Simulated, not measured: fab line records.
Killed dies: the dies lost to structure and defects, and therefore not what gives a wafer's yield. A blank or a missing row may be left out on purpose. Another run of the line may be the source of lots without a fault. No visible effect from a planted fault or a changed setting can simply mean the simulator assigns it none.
Which tool was responsible? || flow gf180mcu || 13 lots with 38 wafers sampled at 4 steps, on a route of 602 steps

WHAT THE GAUGES SHOWED, per wafer
GF_STI_THK_MEAS_24. Usual: for STI_CVD_23_THK the level is 651 nm and the standard deviation is 7.3.
{"lot": "L512", "measured": "day 2 03:34", "on": "film metro-02", "STI_CVD_23_THK (nm)": "665 655 670", "flag": ""}
{"lot": "L514", "measured": "day 2 15:10", "on": "film metro-04", "STI_CVD_23_THK (nm)": "647 651 652", "flag": ""}
{"lot": "L516", "measured": "day 3 01:08", "on": "film metro-04", "STI_CVD_23_THK (nm)": "645 659 645", "flag": ""}
{"lot": "L517", "measured": "day 3 04:47", "on": "film metro-02", "STI_CVD_23_THK (nm)": "644 657 644", "flag": ""}
{"lot": "L518", "measured": "day 3 10:22", "on": "film metro-02", "STI_CVD_23_THK (nm)": "640 644 657", "flag": ""}
{"lot": "L519", "measured": "day 3 15:31", "on": "film metro-04", "STI_CVD_23_THK (nm)": "647 665 642", "flag": ""}
{"lot": "L520", "measured": "day 3 22:23", "on": "film metro-02", "STI_CVD_23_THK (nm)": "650 642 641", "flag": ""}
{"lot": "L521", "measured": "day 4 08:04", "on": "film metro-03", "STI_CVD_23_THK (nm)": "642 646 651", "flag": ""}
{"lot": "L522", "measured": "day 4 08:09", "on": "film metro-02", "STI_CVD_23_THK (nm)": "653 863", "flag": "OFF"}
{"lot": "L525", "measured": "day 5 03:49", "on": "film metro-04", "STI_CVD_23_THK (nm)": "868 658 648", "flag": "OFF"}
{"lot": "L531", "measured": "day 6 05:16", "on": "film metro-04", "STI_CVD_23_THK (nm)": "668 647 662", "flag": ""}
{"lot": "L534", "measured": "day 6 22:22", "on": "film metro-03", "STI_CVD_23_THK (nm)": "652 657 667", "flag": ""}
{"lot": "L535", "measured": "day 7 02:04", "on": "film metro-02", "STI_CVD_23_THK (nm)": "643 656 650", "flag": ""}

GF_POLY_GATE_OVL_MEAS_11. Usual: for POLY_GATE_OVL the level is -1 nm and the standard deviation is 6.6.
{"lot": "L512", "measured": "day 9 01:53", "on": "overlay-02", "POLY_GATE_OVL (nm)": "4 -2 5", "flag": ""}
{"lot": "L514", "measured": "day 9 17:41", "on": "overlay-01", "POLY_GATE_OVL (nm)": "3 5 -2", "flag": ""}
{"lot": "L516", "measured": "day 10 08:42", "on": "overlay-01", "POLY_GATE_OVL (nm)": "-4 -15 -6", "flag": ""}
{"lot": "L517", "measured": "day 10 14:04", "on": "overlay-02", "POLY_GATE_OVL (nm)": "-16 -14 -14", "flag": ""}
{"lot": "L518", "measured": "day 10 23:23", "on": "overlay-01", "POLY_GATE_OVL (nm)": "-1 -3 -4", "flag": ""}
{"lot": "L519", "measured": "day 11 03:20", "on": "overlay-02", "POLY_GATE_OVL (nm)": "-10 -6 0", "flag": ""}
{"lot": "L520", "measured": "day 11 21:53", "on": "overlay-02", "POLY_GATE_OVL (nm)": "5 2 11", "flag": ""}
{"lot": "L521", "measured": "day 12 12:32", "on": "overlay-02", "POLY_GATE_OVL (nm)": "3 0 3", "flag": ""}
{"lot": "L522", "measured": "day 12 17:08", "on": "overlay-02", "POLY_GATE_OVL (nm)": "6 13", "flag": ""}
{"lot": "L525", "measured": "day 13 11:32", "on": "overlay-01", "POLY_GATE_OVL (nm)": "-11 -10 -5", "flag": ""}
{"lot": "L531", "measured": "day 14 20:25", "on": "overlay-02", "POLY_GATE_OVL (nm)": "5 8 4", "flag": ""}
{"lot": "L534", "measured": "day 15 22:29", "on": "overlay-02", "POLY_GATE_OVL (nm)": "2 7 4", "flag": ""}
{"lot": "L535", "measured": "day 16 04:33", "on": "overlay-01", "POLY_GATE_OVL (nm)": "-7 -6 -4", "flag": ""}

WHICH TOOL RAN EACH LOT (tool, then ch and the chambers of the sampled wafers, then the start)
{"lot": "L512", "GF_STI_CVD_23": "hdpcvd-01 ch 0,1, day 2 03:28", "GF_STI_CMP_25": "cmp-02 ch 0,1, day 2 03:37"}
{"lot": "L514", "GF_STI_CVD_23": "hdpcvd-02 ch 0,1,2, day 2 15:05", "GF_STI_CMP_25": "cmp-01 ch 0,2, day 2 15:13"}
{"lot": "L516", "GF_STI_CVD_23": "hdpcvd-01 ch 0,1, day 3 01:03", "GF_STI_CMP_25": "cmp-01 ch 0,1,3, day 3 01:11"}
{"lot": "L517", "GF_STI_CVD_23": "hdpcvd-02 ch 1,2, day 3 04:42", "GF_STI_CMP_25": "cmp-01 ch 0,2,3, day 3 05:10"}
{"lot": "L518", "GF_STI_CVD_23": "hdpcvd-02 ch 0,1,2, day 3 10:16", "GF_STI_CMP_25": "cmp-01 ch 0,2,3, day 3 10:28"}
{"lot": "L519", "GF_STI_CVD_23": "hdpcvd-01 ch 0,1,2, day 3 15:27", "GF_STI_CMP_25": "cmp-02 ch 0,2,3, day 3 15:42"}
{"lot": "L520", "GF_STI_CVD_23": "hdpcvd-02 ch 0,1,2, day 3 22:18", "GF_STI_CMP_25": "cmp-01 ch 1,3, day 3 22:26"}
{"lot": "L521", "GF_STI_CVD_23": "hdpcvd-01 ch 1,2, day 4 07:58", "GF_STI_CMP_25": "cmp-01 ch 0,3, day 4 08:11"}
{"lot": "L522", "GF_STI_CVD_23": "hdpcvd-02 ch 0,2, day 4 08:00", "GF_STI_CMP_25": "cmp-02 ch 1,3, day 4 08:20"}
{"lot": "L525", "GF_STI_CVD_23": "hdpcvd-02 ch 0,1,2, day 5 03:44", "GF_STI_CMP_25": "cmp-01 ch 0,1, day 5 03:52"}
{"lot": "L531", "GF_STI_CVD_23": "hdpcvd-01 ch 0,1, day 6 05:11", "GF_STI_CMP_25": "cmp-02 ch 0,2, day 6 05:23"}
{"lot": "L534", "GF_STI_CVD_23": "hdpcvd-01 ch 0,2, day 6 22:17", "GF_STI_CMP_25": "cmp-01 ch 0,3, day 6 22:28"}
{"lot": "L535", "GF_STI_CVD_23": "hdpcvd-01 ch 0,2, day 7 01:58", "GF_STI_CMP_25": "cmp-01 ch 0,1,2, day 7 02:16"}
- GF_STI_CVD_23: deposits SiO2, target thk 650 nm, time 108.3 s.
- GF_STI_CMP_25: polishes, stops on Si3N4, t overpolish 33 s, target thk 524.6 nm.

WHAT THE TOOLS THEMSELVES READ (means of the sampled wafers that have a number; where no wafer has one, the mark that the record gives instead)
GF_STI_CMP_25. Usual: motor current A 11.8 A, standard deviation 1; platen rpm 60.00 rpm, standard deviation 0.043; time to endpoint s 124 s, standard deviation 4.9.
{"lot": "L512", "tool": "cmp-02", "motor current A (A)": 10.2, "platen rpm (rpm)": 60.00, "time to endpoint s (s)": 130, "flag": ""}
{"lot": "L514", "tool": "cmp-01", "motor current A (A)": 11.7, "platen rpm (rpm)": 60.01, "time to endpoint s (s)": 118, "flag": ""}
{"lot": "L516", "tool": "cmp-01", "motor current A (A)": 12.6, "platen rpm (rpm)": 59.97, "time to endpoint s (s)": 122, "flag": ""}
{"lot": "L517", "tool": "cmp-01", "motor current A (A)": 12.2, "platen rpm (rpm)": 59.98, "time to endpoint s (s)": 122, "flag": ""}
{"lot": "L518", "tool": "cmp-01", "motor current A (A)": 11.6, "platen rpm (rpm)": 60.02, "time to endpoint s (s)": 123, "flag": ""}
{"lot": "L519", "tool": "cmp-02", "motor current A (A)": 11.1, "platen rpm (rpm)": 59.98, "time to endpoint s (s)": 124, "flag": ""}
{"lot": "L520", "tool": "cmp-01", "motor current A (A)": 12.6, "platen rpm (rpm)": 60.05, "time to endpoint s (s)": 121, "flag": ""}
{"lot": "L521", "tool": "cmp-01", "motor current A (A)": 12.7, "platen rpm (rpm)": 60.01, "time to endpoint s (s)": 129, "flag": ""}
{"lot": "L522", "tool": "cmp-02", "motor current A (A)": 10.9, "platen rpm (rpm)": 60.00, "time to endpoint s (s)": 148, "flag": "OFF"}
{"lot": "L525", "tool": "cmp-01", "motor current A (A)": 12.6, "platen rpm (rpm)": 60.04, "time to endpoint s (s)": 133, "flag": ""}
{"lot": "L531", "tool": "cmp-02", "motor current A (A)": 11.0, "platen rpm (rpm)": 60.00, "time to endpoint s (s)": 130, "flag": ""}
{"lot": "L534", "tool": "cmp-01", "motor current A (A)": 12.4, "platen rpm (rpm)": 59.97, "time to endpoint s (s)": 125, "flag": ""}
{"lot": "L535", "tool": "cmp-01", "motor current A (A)": 12.5, "platen rpm (rpm)": 59.99, "time to endpoint s (s)": 124, "flag": ""}

THE ANSWER, worked out from the rows above alone
Rule: take the mean of a lot's wafers that have a number; if it is more than 3 standard deviations from the usual mean, the lot is off. Also off: a lot with no number at a reading for which 4 or more lots have one. The other lots that the step has rows for count as sound. After the gauges, taken in route order, come the tools' own readings; for these a lot's mean is taken, as printed above. The first step at which some lot is off is used, and at that step the reading that is off furthest; a lot without a number counts as furthest.
Off: L522, L525, seen at GF_STI_THK_MEAS_24 (STI_CVD_23_THK).
If a tool, at a process step before that reading, ran all the lots that are off and no sound lot after the first of them, it fits. Those tools and the gauges at GF_STI_THK_MEAS_24 are tried in the same way. One candidate fits, namely hdpcvd-02 at GF_STI_CVD_23. Its last sound lot is L520 (day 3 22:18), its first lot that is off L522 (day 4 08:00): a fault that began between those two fits.

WHAT THE SIMULATOR HAD INSERTED
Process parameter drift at GF_STI_CVD_23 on hdpcvd-02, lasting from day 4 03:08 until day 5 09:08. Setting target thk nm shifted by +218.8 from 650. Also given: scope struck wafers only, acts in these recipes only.
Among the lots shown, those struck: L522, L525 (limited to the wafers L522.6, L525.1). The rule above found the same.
